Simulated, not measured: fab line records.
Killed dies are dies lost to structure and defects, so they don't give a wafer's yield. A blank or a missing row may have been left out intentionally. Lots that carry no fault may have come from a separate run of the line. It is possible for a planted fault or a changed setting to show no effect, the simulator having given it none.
Split-lot study | flow sky130 | 5 lots, 23 wafers read, on a route of 708 steps

== SPLIT DETAILS ==
At SKY_GATE_OXIDE_OXIDATION_16 (stabilise 600 s, purge 300 s, target thk 3.57 nm), the setting temp-c was moved away from the recipe's 800 C on 15 of the 23 wafers read, by -1.5% to +1.8%. The other wafers ran this setting at the recipe's value.

The split's own step is where the reading is taken.

== THE READING ==
SiO2_of_GATE_OXIDE_OXIDATION_01.thk-nm (the simulator's own value, which no gauge read), in nm, at SKY_GATE_OXIDE_OXIDATION_16 (stabilise 600 s, purge 300 s, target thk 3.57 nm). There is no usual value for it anywhere in the file. Across the 8 wafers here that went through the recipe, the average is 11.76 nm and the standard deviation 0.15 nm.

wafer  | tool, chamber at the split | temp-c as run, C | against the recipe | SiO2_of_GATE_OXIDE_OXIDATION_01.thk-nm, nm | against lot-mates on the recipe
L074.1 | -, -                       | 788.3            | -1.5%              | 11.36                                      | no lot-mate on the recipe
L074.3 | -, -                       | 788.3            | -1.5%              | 11.44                                      | no lot-mate on the recipe
L074.4 | -, -                       | 788.3            | -1.5%              | 11.37                                      | no lot-mate on the recipe
L074.5 | -, -                       | 788.3            | -1.5%              | 11.27                                      | no lot-mate on the recipe
L074.6 | -, -                       | 788.3            | -1.5%              | 11.52                                      | no lot-mate on the recipe
L079.4 | furnace-02, 0              | 800              | recipe             | 11.45                                      | -
L079.5 | furnace-02, 0              | 800              | recipe             | 11.63                                      | -
L079.6 | furnace-02, 0              | 800              | recipe             | 11.74                                      | -
L082.1 | -, -                       | 800              | recipe             | 11.83                                      | -
L082.2 | -, -                       | 800              | recipe             | 11.76                                      | -
L082.4 | -, -                       | 800              | recipe             | 11.85                                      | -
L082.5 | -, -                       | 800              | recipe             | 11.87                                      | -
L082.6 | -, -                       | 800              | recipe             | 11.96                                      | -
L083.1 | -, -                       | 807              | +0.9%              | 12.08                                      | no lot-mate on the recipe
L083.2 | -, -                       | 807              | +0.9%              | 11.92                                      | no lot-mate on the recipe
L083.4 | -, -                       | 807              | +0.9%              | 11.92                                      | no lot-mate on the recipe
L083.3 | -, -                       | 807              | +0.9%              | 11.77                                      | no lot-mate on the recipe
L083.5 | -, -                       | 807              | +0.9%              | 11.78                                      | no lot-mate on the recipe
L084.1 | -, -                       | 814.6            | +1.8%              | 12.13                                      | no lot-mate on the recipe
L084.2 | -, -                       | 814.6            | +1.8%              | 12.26                                      | no lot-mate on the recipe
L084.3 | -, -                       | 814.6            | +1.8%              | 12.41                                      | no lot-mate on the recipe
L084.5 | -, -                       | 814.6            | +1.8%              | 12.27                                      | no lot-mate on the recipe
L084.6 | -, -                       | 814.6            | +1.8%              | 12.39                                      | no lot-mate on the recipe

THE FIT
A straight line over all 23 wafers: SiO2_of_GATE_OXIDE_OXIDATION_01.thk-nm changes by +0.262 nm for each +1% of temp-c; r = +0.92; the points scatter about the line by 0.14 nm.
Too few moved wafers have a lot-mate on the recipe to fit a line with each lot's own level taken away.

== THE FILE'S OWN FIT ==
SiO2_of_GATE_OXIDE_OXIDATION_01.thk-nm changes by +0.263 nm for each +1% of temp-c, r = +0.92.
